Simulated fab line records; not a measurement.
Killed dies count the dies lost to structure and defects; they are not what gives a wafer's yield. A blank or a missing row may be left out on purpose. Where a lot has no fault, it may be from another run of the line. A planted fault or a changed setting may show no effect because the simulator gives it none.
Comparing a struck lot with a sound one | flow gf180mcu | 15 steps out of a route of 602
Sound: these wafers, L127.1, L127.4, L127.5. The struck wafers were L136.1, L136.3, L136.5. At the end, the cause is stated.
Order at every step that has rows: each side's tool, ch and its chambers, its first start. Under that, the readings that differ: sound wafers | struck wafers | difference of the means | sigmas: that difference in standard deviations of wafers without a fault.
alike: a reading whose means differ by less than 2 such deviations, as well as words and numbers matching on both sides. not compared: withheld readings; readings where some wafer has no value; bounds like >300 that might hide an equal value; numbers whose values overlap and for which the record gives no deviation.
The two part at a step that has a row with sigmas, a row that says differs or no value, or rows on one side only. Numbers that don't overlap but have no deviation are shown without sigmas and don't part them. A reading that every wafer of one side lacks parts them only if that side has two wafers or more.

first, 6 steps without rows for these wafers: GF_V1_ETCH_16 (etches BARC in N2/H2); GF_V1_ETCH_17 (etches SiO2 in C4F8/O2/Ar, stops on TiN, target depth 630 nm); GF_V1_STRIP_18 (strips in O2/N2); GF_V1_STRIP_19 (strips in post etch residue remover, time 1200 s); GF_V1_CLEAN_20 (cleans in DIW); GF_V1_SPUTTER_21 (material Ti, target thk 15 nm, time 80.02 s).
GF_V1_SPUTTER_22: material TiN, target thk 10 nm, time 40 s.
  sound on pvd_sputter-03, day 19 08:21; struck on pvd_sputter-03, day 22 14:44
  alike: chamber_pressure_pa, throttle_valve_pct
GF_V1_CVD_23: deposits W, target thk 350 nm, time 105.05 s.
  sound on cvd_w-02 ch 0,1, day 19 08:23; struck on cvd_w-01 ch 0,1, day 22 14:47
  alike: chamber_pressure_Torr, heater_power_w
GF_V1_RS_MEAS_24: the measuring method here is four-point-probe.
  sound on film_metro-01, day 19 08:30; struck on film_metro-04, day 22 14:53
  reading          | sound             | struck            | difference | sigmas
  V1_W_RS (ohm/sq) | 0.324 0.312 0.313 | 0.332 0.327 0.328 | +0.013     | +2
GF_V1_THK_MEAS_25: measures by xrf.
  sound on film_metro-01, day 19 08:37; struck on film_metro-04, day 22 15:01
  alike: V1_W_THK
GF_V1_CMP_26: polishes, stops on SiO2, t overpolish 15 s, target thk 0 nm.
  sound on cmp-02 ch 1,2,3, day 19 08:44; struck on cmp-02 ch 0,2,3, day 22 15:04
  alike: motor_current_A, overpolish_run_s, platen_rpm, time_to_endpoint_s
GF_M2_SPUTTER_00: material Ti, target thk 37.5 nm, time 150 s.
  sound on pvd_sputter-04, day 19 08:59; struck on pvd_sputter-04, day 22 15:22
  alike: chamber_pressure_pa, throttle_valve_pct
GF_M2_SPUTTER_01: material TiN, target thk 30 nm, time 25 s.
  sound on pvd_sputter-04, day 19 09:05; struck on pvd_sputter-04, day 22 15:28
  reading                                | sound                | struck               | difference | sigmas
  chamber_pressure_pa (Pa)               | 0.3987 0.3993 0.4004 | 0.4865 0.4877 0.4876 | +0.0878    | +99 or more
  throttle_valve_pct (%)                 | 28.6 30.6 29.3       | 26.4 26.2 25.9       | -3.3       | -4
  model.TiN_of_M2_SPUTTER_01.thk_nm (nm) | 29.78 29.82 29.77    | 29.03 28.73 28.88    | -0.91      |
GF_M2_SPUTTER_02: material AlCu, target thk 450 nm, time 23.9 s.
  sound on pvd_sputter-04, day 19 09:07; struck on pvd_sputter-04, day 22 15:30
  alike: chamber_pressure_pa, throttle_valve_pct
-- the record jumps here: 10 days lie between the struck wafers' starts before and after (it left off in module M2 and takes up again in module PASSIVATION, whose first step shown is number 602 of the route) --
GF_PASSIVATION_PROBE_99:
  rows exist in the record for the struck wafers here (prober-02, day 32 12:00), but not for the sound ones

== WHERE THEY PART ==
At GF_V1_RS_MEAS_24 first; at GF_PASSIVATION_PROBE_99 last (within this record only).

WHY: the cause the simulator had injected
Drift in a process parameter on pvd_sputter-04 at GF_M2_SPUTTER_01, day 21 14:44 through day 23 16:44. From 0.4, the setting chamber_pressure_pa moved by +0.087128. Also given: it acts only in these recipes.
